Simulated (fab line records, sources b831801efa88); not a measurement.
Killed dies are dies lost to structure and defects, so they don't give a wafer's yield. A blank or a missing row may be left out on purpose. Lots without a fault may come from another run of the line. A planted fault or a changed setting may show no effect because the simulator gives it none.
Chamber matching | flow sky130 | SKY_LI_CONTACT_ETCH_15 on rie_diel-01: 4 sister chambers
The step etches PSG in C4F8/O2/Ar, stops on Si, target depth 600 nm. 8 wafers are shown with their chamber, then 12 later ones without.

WAFERS WITH THEIR CHAMBER
wafer  | chamber | oes_product_au (a.u.)
L079.1 | 2       | 0.830
L084.3 | 2       | 0.841
L084.4 | 3       | 0.837
L088.4 | 0       | 0.839
L088.6 | 1       | 0.842
L090.1 | 1       | 0.838
L090.2 | 0       | 0.838
L090.3 | 3       | 0.834

WAFERS WITHOUT THEIR CHAMBER
wafer  | oes_product_au (a.u.)
L090.4 | 0.837
L090.5 | 0.841
L090.6 | 0.836
L091.1 | 0.829
L091.3 | 0.839
L091.6 | 0.833
L094.1 | 0.835
L094.4 | 0.831
L094.6 | 0.842
L095.2 | 0.838
L095.5 | 0.843
L095.6 | 0.835

WHICH CHAMBER EACH WENT THROUGH
wafer  | from the rows above               | in truth
L090.4 | can't be placed: 0 or 2 or 3 or 1 | 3
L090.5 | can't be placed: 1 or 0 or 2 or 3 | 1
L090.6 | can't be placed: 2 or 3 or 0 or 1 | 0
L091.1 | can't be placed: 2 or 3 or 0 or 1 | 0
L091.3 | can't be placed: 0 or 1 or 2 or 3 | 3
L091.6 | can't be placed: 2 or 3 or 0 or 1 | 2
L094.1 | can't be placed: 2 or 3 or 0 or 1 | 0
L094.4 | can't be placed: 2 or 3 or 0 or 1 | 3
L094.6 | can't be placed: 1 or 0 or 2 or 3 | 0
L095.2 | can't be placed: 0 or 1 or 2 or 3 | 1
L095.5 | can't be placed: 1 or 0 or 2 or 3 | 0
L095.6 | can't be placed: 2 or 3 or 0 or 1 | 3
Placed correctly: 0 of 12. Can't be placed from these rows: 12 (the true chamber is among the candidates in 12). Placed wrongly: 0.
How it was worked out, from the rows above alone: a wafer's distance from a chamber is the root of the sum, over the readings, of the square of ((its reading less the chamber's mean) divided by the reading's scatter). The wafer belongs to the nearest chamber; if the next one is less than 2 further off, it can't be placed. A chamber's mean is the mean of its shown wafers. The scatter: the root of (the sum of the squares of (reading less its chamber's mean) over the shown wafers, divided by (wafers less chambers)).
